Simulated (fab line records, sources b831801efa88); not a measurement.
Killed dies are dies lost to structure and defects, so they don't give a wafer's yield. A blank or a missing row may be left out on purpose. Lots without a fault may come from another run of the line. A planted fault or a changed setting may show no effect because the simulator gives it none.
fab line records | flow sfq_line
record lots=7 wafers=21 last_day=100
route steps=325 shown M0@32 I0@43 M1@58
lots that met no fault: from a run of the same line without faults
start_h: hours from the record's first day to the start of the lot's first wafer shown | wait_h: hours since the lot's step before | " the same as in the row above | L1.1+2: a row that stands for several wafers | - no value, or no start given | * or withheld: withheld | < > ~ a bound
route shown NAME@n: a module of which the file shows steps, and the number in the route of the first | usual: mean/standard deviation of fault-free wafers | same: alike in all rows | chamber/n: place in a boat | sites: the reading at each site | _std_site: their standard deviation | _edge_site: outer sites' mean less inner sites' | radius_mm: how far each site lies from the wafer's centre | mask NAME#n: copy n | behind: the tool/chamber that last shaped the wafer | hold: why the lot was held/for how many hours/how that ended | device: the transistor (n, p or np) that didn't switch | end of line: the same wafers' tests at the end of the route | a step without rows: its recipe alone | killed: dies lost to structure and defects at the first sort, not the wafer's yield | map: a wafer's dies, x killed, . not, _ none there
set.NAME: the setting as run; set.NAME@STEP: as run at that earlier step | model.NAME: the simulator's own value behind a step, which no gauge read
lots at some steps of the route; a table a step, a row a wafer
services: from which hour (start_h, from the record's first day; less than 0 if before it) a tool's chamber was out of use, for how many hours, and why
## steps
# step SFQ_TRILAYER_M0_LITHO_COAT_026
# recipe resist=BARC spin_rpm=3000 resist_thk_nm=62
# step SFQ_TRILAYER_M0_LITHO_COAT_021
# recipe resist=KrF spin_rpm=3000 resist_thk_nm=600
# step SFQ_TRILAYER_M0_LITHO_SOFTBAKE_025
# recipe temp_c=withheld time_s=withheld resist=KrF
# step SFQ_TRILAYER_M0_LITHO_EXPOSE_022
# recipe mask_id=M0 na=0.6 source_shape=conventional sigma_outer=0.65 target_cd_nm=500 dose_mj=14.4
# step SFQ_TRILAYER_M0_LITHO_PEB_024
# recipe peb_temp_c=115 peb_time_s=60 resist=KrF
# step SFQ_TRILAYER_M0_LITHO_DEVELOP_023
# recipe time_s=60 resist=KrF
# step SFQ_M0_OVL_MEAS_906
# usual M0_OVL=-2/4.7
# columns lot.wafer tool chamber start_h wait_h M0_OVL[nm]
L265.1 overlay-01 - 307.84 0.1 -10
L265.3 " - " " -6
L265.5 " - " " -5
L268.2 overlay-01 - 342.20 0.1 -2
L268.3 " - " " -7
L268.6 " - " " -4
L269.2 overlay-01 - 354.55 0.1 -5
L269.3 " - " " 5
L269.6 " - " " 1
L270.2 overlay-01 - 360.55 0.1 3
L270.4 " - " " 1
L270.6 " - " " -4
L275.2 overlay-02 - 389.45 0.1 0
L275.4 " - " " -1
L275.6 " - " " -8
L277.3 overlay-02 - 399.06 0.1 -5
L277.4 " - " " -4
L277.6 " - " " -3
L286.2 overlay-01 - 472.05 0.1 6
L286.4 " - " " -7
L286.5 " - " " -1
# step SFQ_TRILAYER_M0_BARC_OPEN_METAL_ETCH_031
# recipe mask_material=PR chemistry=O2 target_depth_nm=125 target=BARC icp_w=600 bias_w=80 pressure_mtorr=10 time_s=41.7
# usual drypump_motor_current_A=6.0/0.46 oes_product_au=0.686/0.0043
# columns lot.wafer tool chamber start_h wait_h drypump_motor_current_A oes_product_au rf_hours_counter_h
L265.1 rie_metal-03 0 307.88 0.0 6.0 0.692 4
L265.3 " 1 " " 5.3 0.687 -
L265.5 " 0 " " 6.0 0.691 -
L268.2 rie_metal-03 0 342.23 0.0 6.0 0.690 8
L268.3 " 0 " " 6.0 0.696 -
L268.6 " 0 " " 6.0 0.691 -
L269.2 rie_metal-03 0 354.58 0.0 6.0 0.687 10
L269.3 " 1 " " 5.3 0.686 -
L269.6 " 0 " " 6.0 0.686 -
L270.2 rie_metal-01 0 360.58 0.0 5.9 0.685 4
L270.4 " 1 " " 5.5 0.687 -
L270.6 " 1 " " 5.5 0.684 -
L275.2 rie_metal-04 1 389.48 0.0 6.1 0.685 2
L275.4 " 0 " " 6.7 0.683 -
L275.6 " 0 " " 6.7 0.686 -
L277.3 rie_metal-04 1 399.10 0.0 6.1 0.686 -
L277.4 " 0 " " 6.7 0.685 -
L277.6 " 0 " " 6.7 0.680 -
L286.2 rie_metal-04 1 472.08 0.0 6.1 0.687 10
L286.4 " 1 " " 6.1 0.685 -
L286.5 " 0 " " 6.7 0.681 -
# step SFQ_TRILAYER_M0_ETCH_METAL_ETCH_024
# recipe target=Nb stop_on=SiO2 mask_material=PR chemistry=Cl2/Ar target_depth_nm=240 icp_w=600 bias_w=80 pressure_mtorr=10 time_s=120
# usual drypump_motor_current_A=6.0/0.47 oes_product_au=0.896/0.0081
# columns lot.wafer tool chamber start_h wait_h drypump_motor_current_A oes_product_au rf_hours_counter_h
L265.1 rie_metal-03 0 307.94 0.0 6.0 0.912 4
L265.3 " 1 " " 5.2 0.911 -
L265.5 " 0 " " 6.0 0.906 -
L268.2 rie_metal-03 0 342.29 0.0 6.0 0.896 8
L268.3 " 0 " " 6.0 0.889 -
L268.6 " 0 " " 6.0 0.885 -
L269.2 rie_metal-03 0 354.66 0.1 6.0 0.909 10
L269.3 " 1 " " 5.3 0.908 -
L269.6 " 0 " " 6.0 0.901 -
L270.2 rie_metal-01 0 360.64 0.0 5.9 0.886 4
L270.4 " 1 " " 5.5 0.885 -
L270.6 " 1 " " 5.5 0.901 -
L275.2 rie_metal-04 1 389.54 0.0 6.1 0.896 2
L275.4 " 0 " " 6.7 0.892 -
L275.6 " 0 " " 6.7 0.904 -
L277.3 rie_metal-04 1 399.19 0.1 6.1 0.888 -
L277.4 " 0 " " 6.7 0.894 -
L277.6 " 0 " " 6.7 0.883 -
L286.2 rie_metal-04 1 472.50 0.4 6.1 0.904 11
L286.4 " 1 " " 6.1 0.902 -
L286.5 " 0 " " 6.7 0.910 -
# step SFQ_TRILAYER_M0_STRIP_STRIP_025
# recipe gas=O2 power_w=200 platen_temp_c=40 overash_fraction=0.65 chemistry=O2 pressure_mtorr=50
# usual drypump_motor_current_A=6.0/0.46 oes_product_au=1.003/0.0091
# columns lot.wafer tool chamber start_h wait_h drypump_motor_current_A oes_product_au rf_hours_counter_h
L265.1 rie_metal-03 0 308.06 0.1 6.0 1.012 4
L265.3 " 1 " " 5.3 0.995 -
L265.5 " 0 " " 6.0 1.004 -
L268.2 rie_metal-03 0 342.41 0.1 6.0 1.011 9
L268.3 " 0 " " 6.0 1.001 -
L268.6 " 0 " " 6.0 1.010 -
L269.2 rie_metal-03 0 354.83 0.1 6.0 1.003 10
L269.3 " 1 " " 5.2 0.996 -
L269.6 " 0 " " 6.0 1.016 -
L270.2 rie_metal-01 0 360.77 0.1 5.8 1.008 4
L270.4 " 1 " " 5.5 0.991 -
L270.6 " 1 " " 5.5 0.990 -
L275.2 rie_metal-04 1 389.67 0.1 6.1 1.008 2
L275.4 " 0 " " 6.7 1.006 -
L275.6 " 0 " " 6.7 1.011 -
L277.3 rie_metal-04 1 399.47 0.2 6.1 1.020 -
L277.4 " 0 " " 6.7 1.006 -
L277.6 " 0 " " 6.7 1.008 -
L286.2 rie_metal-04 1 472.62 0.1 6.1 1.004 11
L286.4 " 1 " " 6.1 1.004 -
L286.5 " 0 " " 6.7 0.992 -
# step SFQ_TRILAYER_M0_STRIP_SOLV_CLEAN_026
# recipe chemistry=NMP temp_c=70 time_s=600
# step SFQ_TRILAYER_I0_DEP_PECVD_027
# recipe material=SiO2 temp_c=150 time_s=111.11 pressure_torr=2.4 rf_w=183.3 precursor=SiH4/N2O target_thk_nm=500
# usual chamber_pressure_Torr=2.400/0.0057 heater_power_outer_w=28/7.4 heater_power_w=84/13 showerhead_vpp_V=820/42 throttle_valve_pct=24.8/1
# columns lot.wafer tool chamber start_h wait_h chamber_pressure_Torr heater_power_outer_w heater_power_w showerhead_vpp_V throttle_valve_pct
L265.1 pecvd-02 1 308.84 0.0 2.401 22 65 830 25.5
L265.3 " 2 " " 2.405 39 94 745 26.1
L265.5 " 1 " " 2.394 23 67 815 25.7
L268.2 pecvd-03 0 343.36 0.0 - - - - -
L268.3 " 1 " " - - - - -
L268.6 " 2 " " - - - - -
L269.2 pecvd-04 0 356.01 0.0 - - - - -
L269.3 " 1 " " - - - - -
L269.6 " 2 " " - - - - -
L270.2 pecvd-03 1 361.54 0.0 - - - - -
L270.4 " 0 " " - - - - -
L270.6 " 2 " " - - - - -
L275.2 pecvd-03 2 390.48 0.0 2.393 30 96 918 24.8
L275.4 " 0 " " 2.408 28 91 815 24.9
L275.6 " 1 " " 2.400 27 79 778 22.9
L277.3 pecvd-03 2 400.08 0.0 2.397 33 100 889 25.0
L277.4 " 2 " " 2.402 34 103 908 24.8
L277.6 " 1 " " 2.393 20 68 781 23.1
L286.2 pecvd-02 0 473.40 0.0 2.410 14 62 823 24.9
L286.4 " 1 " " 2.395 20 62 835 25.6
L286.5 " 2 " " 2.394 37 93 766 25.6
# step SFQ_TRILAYER_I0_CMP_CMP_028
# recipe material=SiO2 down_force_psi=3 platen_rpm=60 pad_velocity_m_s=0.94248
# usual motor_current_A=10.5/0.75 time_to_endpoint_s=215/7.4
# columns lot.wafer tool chamber start_h wait_h motor_current_A time_to_endpoint_s
L265.3 cmp-01 3 308.91 0.0 10.3 215
L265.1 " 0 " " 9.8 223
L265.5 " 0 311.41 2.5 9.8 221
L268.2 cmp-02 2 343.94 0.5 10.0 -
L268.3 " 0 344.94 1.5 10.7 -
L268.6 " 1 " " 10.3 -
L269.3 cmp-01 3 356.59 0.5 9.9 -
L269.2 " 0 " " 9.5 -
L269.6 " 3 358.59 2.5 10.7 -
L270.4 cmp-02 1 362.12 0.5 11.1 -
L270.2 " 2 " " 10.1 -
L270.6 " 0 363.62 2.0 10.7 -
L275.4 cmp-02 3 390.56 0.0 11.6 219
L275.2 " 1 391.56 1.0 10.4 208
L275.6 " 3 392.56 2.0 11.4 221
L277.4 cmp-01 1 401.16 1.0 11.0 219
L277.3 " 2 " " 9.4 219
L277.6 " 3 " " 10.2 208
L286.4 cmp-01 1 473.48 0.0 11.4 216
L286.2 " 0 474.98 1.5 10.0 216
L286.5 " 1 " " 11.1 224
# step SFQ_I0_BOW_MEAS_907
# recipe mode=bow
# usual I0_BOW=0/7.3
# columns lot.wafer tool chamber start_h wait_h I0_BOW[um]
L265.1 film_metro-01 - 311.91 2.0 1
L265.3 " - " " -8
L265.5 " - " " -2
L268.2 film_metro-02 - 346.46 2.0 -7
L268.3 " - " " 4
L268.6 " - " " -7
L269.2 film_metro-03 - 359.11 1.5 2
L269.3 " - " " -7
L269.6 " - " " -2
L270.2 film_metro-02 - 364.64 1.5 1
L270.4 " - " " -2
L270.6 " - " " 7
L275.2 film_metro-01 - 393.58 1.5 1
L275.4 " - " " 3
L275.6 " - " " -6
L277.3 film_metro-01 - 403.20 1.0 5
L277.4 " - " " -3
L277.6 " - " " 3
L286.2 film_metro-02 - 476.50 1.0 -4
L286.4 " - " " 18
L286.5 " - " " 3
# step SFQ_TRILAYER_I0_METRO_MEASURE_029
# columns lot.wafer tool chamber start_h wait_h
L265.1+3+5 film_metro-01 - 312.03 0.1
L268.2+3+6 film_metro-02 - 346.76 0.3
L269.2+3+6 film_metro-03 - 359.41 0.3
L270.2+4+6 film_metro-02 - 364.94 0.3
L275.2+4+6 film_metro-01 - 393.88 0.3
L277.3+4+6 film_metro-01 - 403.68 0.5
L286.2+4+5 film_metro-02 - 476.80 0.3
# step SFQ_TRILAYER_I0_VIA_LITHO_COAT_036
# recipe resist=BARC spin_rpm=3000 resist_thk_nm=62
# step SFQ_TRILAYER_I0_VIA_LITHO_COAT_031
# recipe resist=KrF spin_rpm=3000 resist_thk_nm=650
# step SFQ_TRILAYER_I0_VIA_LITHO_SOFTBAKE_035
# recipe temp_c=withheld time_s=withheld resist=KrF
# step SFQ_TRILAYER_I0_VIA_LITHO_EXPOSE_032
# recipe mask_id=I0 na=0.6 source_shape=conventional sigma_outer=0.65 target_cd_nm=500 dose_mj=21.3
# step SFQ_TRILAYER_I0_VIA_LITHO_PEB_034
# recipe peb_temp_c=115 peb_time_s=60 resist=KrF
# step SFQ_TRILAYER_I0_VIA_LITHO_DEVELOP_033
# recipe time_s=60 resist=KrF
# step SFQ_I0_OVL_MEAS_908
# usual I0_OVL=-3/4.2
# columns lot.wafer tool chamber start_h wait_h I0_OVL[nm]
L265.1 overlay-01 - 426.77 0.1 3
L265.3 " - " " -1
L265.5 " - " " -1
L268.2 overlay-01 - 462.45 0.1 -6
L268.3 " - " " -5
L268.6 " - " " -4
L269.2 overlay-01 - 486.45 0.1 -3
L269.3 " - " " -6
L269.6 " - " " -5
L270.2 overlay-02 - 494.85 0.1 5
L270.4 " - " " 1
L270.6 " - " " 2
L275.2 overlay-01 - 542.85 0.1 0
L275.4 " - " " 2
L275.6 " - " " -7
L277.3 overlay-01 - 557.39 0.1 2
L277.4 " - " " 3
L277.6 " - " " 2
L286.2 overlay-01 - 638.97 0.1 -4
L286.4 " - " " -3
L286.5 " - " " -12
# step SFQ_TRILAYER_I0_VIA_BARC_OPEN_VIA_ETCH_046
# recipe mask_material=PR chemistry=O2 target_depth_nm=125 target=BARC source_w=500 bias_w=80 pressure_mtorr=30 time_s=41.7
# step SFQ_TRILAYER_I0_VIA_ETCH_VIA_ETCH_034
# recipe target=SiO2 stop_on=Nb mask_material=PR taper_deg=20 chemistry=CHF3 target_depth_nm=260 source_w=500 bias_w=80 pressure_mtorr=30 time_s=withheld
# usual drypump_motor_current_A=5.8/0.4 oes_product_au=0.854/0.0053
# columns lot.wafer tool chamber start_h wait_h drypump_motor_current_A oes_product_au model.etch.depth_nm
L265.1 rie_diel-02 0 426.85 0.0 6.7 0.854 200.6
L265.3 " 1 " " 5.6 0.859 198.3
L265.5 " 2 " " 6.1 0.859 200.6
L268.2 rie_diel-04 0 462.52 0.0 6.2 0.380 0
L268.3 " 3 " " 5.7 0.378 0
L268.6 " 1 " " 6.1 0.382 0
L269.2 rie_diel-01 1 486.52 0.0 6.1 0.376 0
L269.3 " 3 " " 5.2 0.371 0
L269.6 " 2 " " 5.4 0.379 0
L270.2 rie_diel-01 3 494.92 0.0 5.2 0.369 0
L270.4 " 1 " " 6.1 0.372 0
L270.6 " 0 " " 5.9 0.373 0
L275.2 rie_diel-02 2 542.92 0.0 6.1 0.863 200.2
L275.4 " 3 " " 5.5 0.842 198.8
L275.6 " 0 " " 6.7 0.849 199.4
L277.3 rie_diel-02 3 557.45 0.0 5.5 0.861 199.5
L277.4 " 2 " " 6.1 0.855 200.7
L277.6 " 0 " " 6.7 0.853 197.3
L286.2 rie_diel-02 3 639.04 0.0 5.5 0.864 199.7
L286.4 " 0 " " 6.7 0.860 199.5
L286.5 " 2 " " 6.1 0.859 199.4
# step SFQ_TRILAYER_I0_VIA_STRIP_STRIP_035
# recipe gas=O2 power_w=200 platen_temp_c=40 overash_fraction=0.65 chemistry=O2 pressure_mtorr=50
# step SFQ_TRILAYER_I0_VIA_STRIP_SOLV_CLEAN_036
# recipe chemistry=NMP temp_c=70 time_s=600
# step SFQ_TRILAYER_M1_DEP_PRE_CLEAN_038
# recipe gas=Ar time_s=22.5 bias_v=250
# step SFQ_TRILAYER_M1_DEP_SPUTTER_037
# recipe material=Nb base_pressure_pa=1.33e-06 chamber_pressure_pa=0.1333 substrate_temp_c=20 resputter_cathode_voltage_v=400 target_thk_nm=200 power_w=2000 time_s=133.3
# usual throttle_valve_pct=30.2/1
# columns lot.wafer tool chamber start_h wait_h throttle_valve_pct
L265.1 pvd_sputter-03 - 428.37 0.0 29.4
L265.3 " - " " 31.0
L265.5 " - " " 30.6
L268.2 pvd_sputter-03 - 463.44 0.0 29.5
L268.3 " - " " 30.3
L268.6 " - " " 30.7
L269.2 pvd_sputter-03 - 487.44 0.0 30.8
L269.3 " - " " 30.1
L269.6 " - " " 30.3
L270.2 pvd_sputter-06 - 495.86 0.0 32.7
L270.4 " - " " 29.4
L270.6 " - " " 32.6
L275.2 pvd_sputter-06 - 543.84 0.0 30.6
L275.4 " - " " 29.6
L275.6 " - " " 29.6
L277.3 pvd_sputter-03 - 558.57 0.0 29.3
L277.4 " - " " 30.9
L277.6 " - " " 30.5
L286.2 pvd_sputter-03 - 639.96 0.0 30.0
L286.4 " - " " 30.5
L286.5 " - " " 30.2
# step SFQ_M1_RS_MEAS_909
# recipe thk_meas_gauge=four-point-probe reads=Nb_of_TRILAYER_M1_DEP_SPUTTER_037
# usual M1_NB_RS=0.888/0.0097
# columns lot.wafer tool chamber start_h wait_h M1_NB_RS[ohm/sq]
L265.1 film_metro-01 - 428.47 0.1 0.871
L265.3 " - " " 0.873
L265.5 " - " " 0.877
L268.2 film_metro-03 - 463.55 0.1 0.877
L268.3 " - " " 0.889
L268.6 " - " " 0.896
L269.2 film_metro-03 - 487.55 0.1 0.879
L269.3 " - " " 0.898
L269.6 " - " " 0.895
L270.2 film_metro-01 - 495.97 0.1 0.896
L270.4 " - " " 0.884
L270.6 " - " " 0.888
L275.2 film_metro-04 - 543.95 0.1 0.887
L275.4 " - " " 0.882
L275.6 " - " " 0.887
L277.3 film_metro-03 - 558.70 0.1 0.890
L277.4 " - " " 0.890
L277.6 " - " " 0.900
L286.2 film_metro-04 - 640.07 0.1 0.889
L286.4 " - " " 0.893
L286.5 " - " " 0.898
# step SFQ_TRILAYER_M1_LITHO_COAT_044
# recipe resist=BARC spin_rpm=3000 resist_thk_nm=62
# step SFQ_TRILAYER_M1_LITHO_COAT_039
# recipe resist=KrF spin_rpm=3000 resist_thk_nm=600
# step SFQ_TRILAYER_M1_LITHO_SOFTBAKE_043
# recipe temp_c=withheld time_s=withheld resist=KrF
# step SFQ_TRILAYER_M1_LITHO_EXPOSE_040
# recipe mask_id=M1 na=0.6 source_shape=conventional sigma_outer=0.65 target_cd_nm=500 dose_mj=14.4
# usual exposure_dose_mJ_cm2=14.399/0.015 focus_offset_nm=0.0/0.48 sigma_outer=0.65/0
# columns lot.wafer tool chamber start_h wait_h mask exposure_dose_mJ_cm2 focus_offset_nm sigma_outer
L265.1 krf_scanner-01 0 587.32 - M1#0 14.390 0.1 0.65
L265.3 " 0 " " M1#0 14.386 0.0 0.65
L265.5 " 0 " " M1#0 14.401 0.1 0.65
L268.2 krf_scanner-02 - 618.69 - M1#0 - - -
L268.3 " - " " M1#0 - - -
L268.6 " - " " M1#0 - - -
L269.2 krf_scanner-01 - 648.46 - M1#0 - - -
L269.3 " - " " M1#0 - - -
L269.6 " - " " M1#0 - - -
L270.2 krf_scanner-01 - 654.46 - M1#0 - - -
L270.4 " - " " M1#0 - - -
L270.6 " - " " M1#0 - - -
L275.2 krf_scanner-01 0 700.06 - M1#0 14.375 -0.5 0.65
L275.4 " 0 " " M1#0 14.393 0.1 0.65
L275.6 " 0 " " M1#0 14.389 0.0 0.65
L277.3 krf_scanner-01 0 718.26 - M1#0 14.383 -0.2 0.65
L277.4 " 0 " " M1#0 14.382 0.9 0.65
L277.6 " 0 " " M1#0 14.389 0.1 0.65
L286.2 krf_scanner-02 0 796.34 - M1#0 14.386 -0.7 0.65
L286.4 " 0 " " M1#0 14.401 -0.5 0.65
L286.5 " 0 " " M1#0 14.399 -0.6 0.65
# step SFQ_TRILAYER_M1_LITHO_PEB_042
# recipe peb_temp_c=115 peb_time_s=60 resist=KrF
## services
# columns tool chamber start_h hours kind
rie_metal-04 - 301.20 1.9 repair
krf_scanner-01 - 308.74 11.6 pm
pvd_sputter-03 - 310.11 1.7 repair
pvd_sputter-03 - 334.29 32.6 repair
krf_scanner-01 - 344.88 0.3 repair
rie_metal-03 0 393.55 15.6 repair
pvd_sputter-03 - 402.92 2.2 repair
rie_metal-03 1 425.89 24.6 repair
krf_scanner-01 - 431.27 1.0 pm
krf_scanner-01 - 443.73 1.3 pm
krf_scanner-01 - 447.43 0.8 pm
rie_metal-04 1 449.75 16.4 repair
rie_metal-04 - 516.01 0.2 repair
pvd_sputter-03 - 531.68 1.5 repair
krf_scanner-01 - 534.34 0.9 repair
krf_scanner-01 - 538.58 0.3 repair
rie_metal-04 1 550.33 1.0 repair
krf_scanner-01 - 557.07 3.6 pm
rie_metal-03 0 591.17 129.4 repair
krf_scanner-01 - 600.52 1.0 pm
rie_metal-04 - 643.40 0.5 repair
rie_metal-03 1 698.54 26.8 repair
rie_metal-03 - 720.57 14.6 pm
rie_metal-03 - 789.94 1.3 repair
## key
first_sign step=SFQ_TRILAYER_I0_DEP_PECVD_027 reading=tool_record direction=missing
effect step=SFQ_TRILAYER_I0_VIA_ETCH_VIA_ETCH_034 reading=oes_product_au direction=down sigmas=90 usual=0.854 struck=0.375
effect step=SFQ_TRILAYER_M1_LITHO_EXPOSE_040 reading=tool_record direction=missing
model_effect step=SFQ_TRILAYER_I0_VIA_ETCH_VIA_ETCH_034 value=etch.depth_nm without=199.9 struck=0
met_at SFQ_TRILAYER_I0_DEP_PECVD_027
struck_wafers L268.2,L268.3,L268.6,L269.2,L269.3,L269.6,L270.2,L270.4,L270.6
fault kind=skipped_step_whole tool=pecvd-03,pecvd-04 chamber=- onset_h=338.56 steps=SFQ_TRILAYER_I0_DEP_PECVD_027 scope=struck_lots_only
